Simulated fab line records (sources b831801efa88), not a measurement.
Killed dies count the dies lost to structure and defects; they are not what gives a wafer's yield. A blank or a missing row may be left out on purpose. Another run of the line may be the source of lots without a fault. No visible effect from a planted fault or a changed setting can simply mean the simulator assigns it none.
Which of the tools did it? / flow sky130 / 42 wafers sampled from 14 lots at 1 step of a route of 708

## WHAT THE GAUGES SHOWED, per wafer
SKY_METAL2_OVL_MEAS_16. Usual: METAL2_OVL gives 0 nm (standard deviation 5.4).
lot=L924; measured=day 35 09:12; on=overlay-01; METAL2_OVL (nm)=11 2 -1; flag=
lot=L925; measured=day 35 16:42; on=overlay-01; METAL2_OVL (nm)=-7 5 0; flag=
lot=L926; measured=day 36 04:21; on=overlay-02; METAL2_OVL (nm)=-1 2 -2; flag=
lot=L927; measured=day 36 11:23; on=overlay-01; METAL2_OVL (nm)=-1 -2 -3; flag=
lot=L928; measured=day 37 02:27; on=overlay-01; METAL2_OVL (nm)=-1 4 4; flag=
lot=L930; measured=day 37 16:20; on=overlay-01; METAL2_OVL (nm)=-9 -6 -6; flag=
lot=L933; measured=day 38 10:27; on=overlay-02; METAL2_OVL (nm)=-5 4 6; flag=
lot=L935; measured=day 39 00:35; on=overlay-01; METAL2_OVL (nm)=-7 -5 0; flag=
lot=L934; measured=day 39 06:53; on=overlay-02; METAL2_OVL (nm)=-5 -4 -4; flag=
lot=L938; measured=day 40 02:56; on=overlay-02; METAL2_OVL (nm)=-7 -2 -2; flag=
lot=L940; measured=day 40 11:14; on=overlay-01; METAL2_OVL (nm)=1 4 0; flag=
lot=L941; measured=day 40 22:31; on=overlay-02; METAL2_OVL (nm)=3 8 8; flag=
lot=L946; measured=day 42 14:22; on=overlay-02; METAL2_OVL (nm)=5 -6 4; flag=
lot=L945; measured=day 42 15:35; on=overlay-02; METAL2_OVL (nm)=-1 -4 4; flag=

## TOOL THAT RAN EACH LOT (tool first, then ch and the chambers of the sampled wafers, then the start)
Before these readings, the record contains no process step.

## WHAT THE TOOLS THEMSELVES READ (means of the sampled wafers that have a number; where no wafer has one, the mark that the record gives instead)
The record holds no such reading with a usual standard deviation.

## THE ANSWER, worked out from the rows above alone
Rule: a lot is off if the mean of its wafers that have a number lies more than 3 standard deviations from the usual mean. A lot without any number at a reading at which 4 lots or more have one is off too. Where the step has rows for the other lots, those lots are counted as sound. First the gauges in route order, then the tools' own readings, where a lot's mean is used as printed above. At the first step where some lot is off, the reading lying furthest off is the one used; lots without a number count as furthest.
None of the lots is off at any reading shown; this tells nothing.

## WHAT WAS PUT IN BY THE SIMULATOR
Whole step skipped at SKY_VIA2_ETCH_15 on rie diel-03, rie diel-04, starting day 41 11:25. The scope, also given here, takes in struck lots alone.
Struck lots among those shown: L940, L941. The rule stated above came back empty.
